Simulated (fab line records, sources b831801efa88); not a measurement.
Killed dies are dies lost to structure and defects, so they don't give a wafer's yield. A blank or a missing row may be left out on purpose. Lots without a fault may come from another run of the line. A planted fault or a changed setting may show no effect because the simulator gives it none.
Which tool did it? | flow gf180mcu | 13 lots, 39 wafers sampled, at 5 steps of a route of 602

WHAT THE GAUGES READ, wafer by wafer
GF_STI_THK_MEAS_02.
lot  | measured    | on            | STI_OXIDATION_THK (nm)
L583 | day 1 16:43 | film_metro-03 | 9.71 9.66 10.01
L582 | day 1 16:43 | film_metro-02 | 9.88 10.02 9.93
L590 | day 3 03:31 | film_metro-02 | 9.92 9.76 9.83
L591 | day 3 09:47 | film_metro-04 | 9.83 9.94 9.93
L593 | day 3 19:29 | film_metro-02 | 10.10 10.15 10.08
L594 | day 4 03:42 | film_metro-02 | 10.00 9.98 10.18
L597 | day 4 14:46 | film_metro-03 | 10.35 10.44 10.55
L598 | day 4 19:35 | film_metro-04 | 10.12 10.08 10.09
L599 | day 5 00:31 | film_metro-02 | 10.11 9.97 10.14
L600 | day 5 05:42 | film_metro-02 | 10.15 9.98 10.11
L603 | day 5 20:37 | film_metro-04 | 9.79 9.74 9.76
L604 | day 6 04:01 | film_metro-03 | 9.86 10.12 9.82
L605 | day 6 10:58 | film_metro-02 | 9.84 9.87 9.69

GF_STI_THK_MEAS_04.
lot  | measured    | on            | STI_CVD_03_THK (nm)
L583 | day 1 18:45 | film_metro-04 | 203.8 204.2 204.9
L582 | day 1 18:46 | film_metro-02 | 206.4 205.3 207.0
L590 | day 3 05:34 | film_metro-04 | 209.5 209.8 207.9
L591 | day 3 11:49 | film_metro-02 | 205.6 205.3 204.1
L593 | day 4 00:11 | film_metro-04 | 418.7 417.5 419.0 419.2 417.2 418.7
L594 | day 4 07:54 | film_metro-02 | 413.1 417.1 415.6 412.9 416.9 415.6
L597 | day 4 16:49 | film_metro-03 | 208.5 206.7 209.0
L598 | day 4 21:38 | film_metro-02 | 206.9 206.7 205.8
L599 | day 5 02:34 | film_metro-03 | 205.8 205.6 207.2
L600 | day 5 07:45 | film_metro-04 | 204.1 204.6 203.0
L603 | day 5 22:40 | film_metro-02 | 204.5 205.4 204.3
L604 | day 6 06:04 | film_metro-03 | 208.1 208.9 208.5
L605 | day 6 13:01 | film_metro-04 | 207.3 205.4 204.7

GF_LVPWELL_OVL_MEAS_07.
lot  | measured    | on         | LVPWELL_OVL (nm)
L583 | day 4 02:28 | overlay-02 | -1.5 0.4 2.1
L582 | day 4 00:58 | overlay-01 | 2.7 0.3 -0.3
L590 | day 5 17:30 | overlay-01 | 0.1 0.4 -1.4
L591 | day 6 06:37 | overlay-01 | -0.8 -0.1 0.9
L597 | day 7 08:01 | overlay-02 | -1.0 0.3 -1.6
L598 | day 7 13:10 | overlay-02 | -3.7 -1.6 -1.4
L599 | day 7 17:30 | overlay-02 | 0.3 2.7 0.0
L600 | day 8 02:46 | overlay-01 | 2.4 1.0 1.7
L603 | day 9 02:58 | overlay-02 | 0.0 1.8 0.2
L604 | day 9 04:02 | overlay-02 | 2.1 2.5 -0.5
L605 | day 9 18:22 | overlay-02 | -2.3 -1.4 -1.1

WHICH TOOL RAN EACH LOT (tool, then ch and the chambers of the sampled wafers, then the start)
lot  | GF_STI_CVD_03              | GF_STI_CMP_25
L583 | lpcvd-01 ch 1, day 1 16:46 | cmp-01 ch 1,2,3, day 2 08:55
L582 | lpcvd-01 ch 1, day 1 16:46 | cmp-01 ch 0,3, day 2 08:31
L590 | lpcvd-02 ch 0, day 3 03:34 | cmp-01 ch 0,2,3, day 3 20:50
L591 | lpcvd-02 ch 0, day 3 09:50 | cmp-02 ch 0,1,3, day 4 06:34
L593 | lpcvd-02 ch 0, day 3 20:01 | -
L594 | lpcvd-01 ch 0, day 4 03:46 | -
L597 | lpcvd-01 ch 1, day 4 14:49 | cmp-02 ch 0,1, day 5 09:38
L598 | lpcvd-02 ch 1, day 4 19:38 | cmp-01 ch 2,3, day 5 13:31
L599 | lpcvd-02 ch 1, day 5 00:34 | cmp-02 ch 1,3, day 5 18:32
L600 | lpcvd-01 ch 1, day 5 05:44 | cmp-02 ch 0,3, day 6 00:03
L603 | lpcvd-02 ch 0, day 5 20:40 | cmp-01 ch 0,2,3, day 6 20:33
L604 | lpcvd-02 ch 0, day 6 04:04 | cmp-02 ch 1,2, day 7 01:52
L605 | lpcvd-01 ch 1, day 6 11:02 | cmp-02 ch 1,2,3, day 7 10:08
- GF_STI_CVD_03: deposits Si3N4 from DCS/NH3, target thk 207.16 nm, time 3551 s.
- GF_STI_CMP_25: polishes, stops on Si3N4, t overpolish 33 s, target thk 524.6 nm.

WHAT THE TOOLS THEMSELVES READ (means of the sampled wafers that have a number; where no wafer has one, the mark that the record gives instead)
GF_STI_CVD_03.
lot  | tool     | spike_tc_bottom_C (C)
L583 | lpcvd-01 | 791.5
L582 | lpcvd-01 | 791.3
L590 | lpcvd-02 | 783.7
L591 | lpcvd-02 | 783.4
L593 | lpcvd-02 | 784.4
L594 | lpcvd-01 | 786.3
L597 | lpcvd-01 | 790.0
L598 | lpcvd-02 | 786.9
L599 | lpcvd-02 | 787.2
L600 | lpcvd-01 | 790.1
L603 | lpcvd-02 | 784.8
L604 | lpcvd-02 | 784.0
L605 | lpcvd-01 | 791.1

GF_STI_CMP_25.
lot  | tool   | edge_zone_pressure_frac | motor_current_A (A) | overpolish_run_s (s) | platen_rpm (rpm) | slurry_flow_ml_min | time_to_endpoint_s (s)
L583 | cmp-01 | 1.001                   | 12.1                | 33.001               | 60.00            | 150.1              | 128
L582 | cmp-01 | 0.997                   | 10.9                | 33.003               | 59.97            | 150.5              | 123
L590 | cmp-01 | 0.994                   | 11.4                | 33.001               | 60.02            | 149.8              | 125
L591 | cmp-02 | 1.001                   | 12.4                | 33.004               | 59.96            | 149.7              | 121
L597 | cmp-02 | 0.999                   | 12.3                | 33.001               | 60.02            | 149.8              | 121
L598 | cmp-01 | 0.995                   | 12.2                | 33.002               | 59.98            | 149.6              | 119
L599 | cmp-02 | 1.000                   | 11.6                | 33.007               | 60.04            | 149.5              | 122
L600 | cmp-02 | 1.002                   | 12.3                | 32.997               | 60.00            | 149.6              | 118
L603 | cmp-01 | 0.999                   | 11.1                | 33.007               | 60.03            | 150.0              | 122
L604 | cmp-02 | 0.995                   | 11.9                | 33.006               | 60.00            | 149.4              | 122
L605 | cmp-02 | 0.999                   | 12.5                | 33.003               | 59.96            | 149.8              | 120

THE ANSWER, worked out from the rows above alone
Rule: what is usual is taken from the lots themselves. Put in order of their means at a reading, lots are off if they are a third of the lots or fewer, leave a main group of 4 or more, and stand apart from it by a gap of 3 or more times the standard deviation of the main group's means; of several such gaps the widest counts. A main group whose means are all the same, to the digits that the tables above print for the reading, isn't used. A lot without any number at a reading at which 4 lots or more have one is off too. The other lots that the step has rows for count as sound. The gauges are gone through in route order, then the tools' own readings, and for those a lot's mean is taken as printed above. The first step at which some lot is off is used, and at that step the reading that is off furthest; a lot without a number counts as furthest.
Off: L593, L594, at GF_STI_THK_MEAS_04 (STI_CVD_03_THK). The main group: mean 206.2 nm, standard deviation 1.6.
A tool fits if, at a process step before that reading, it ran every lot that is off, and no sound lot after the first of them. The gauges at GF_STI_THK_MEAS_04 are tried like those tools. None of those tried fits.

WHAT THE SIMULATOR HAD PUT IN
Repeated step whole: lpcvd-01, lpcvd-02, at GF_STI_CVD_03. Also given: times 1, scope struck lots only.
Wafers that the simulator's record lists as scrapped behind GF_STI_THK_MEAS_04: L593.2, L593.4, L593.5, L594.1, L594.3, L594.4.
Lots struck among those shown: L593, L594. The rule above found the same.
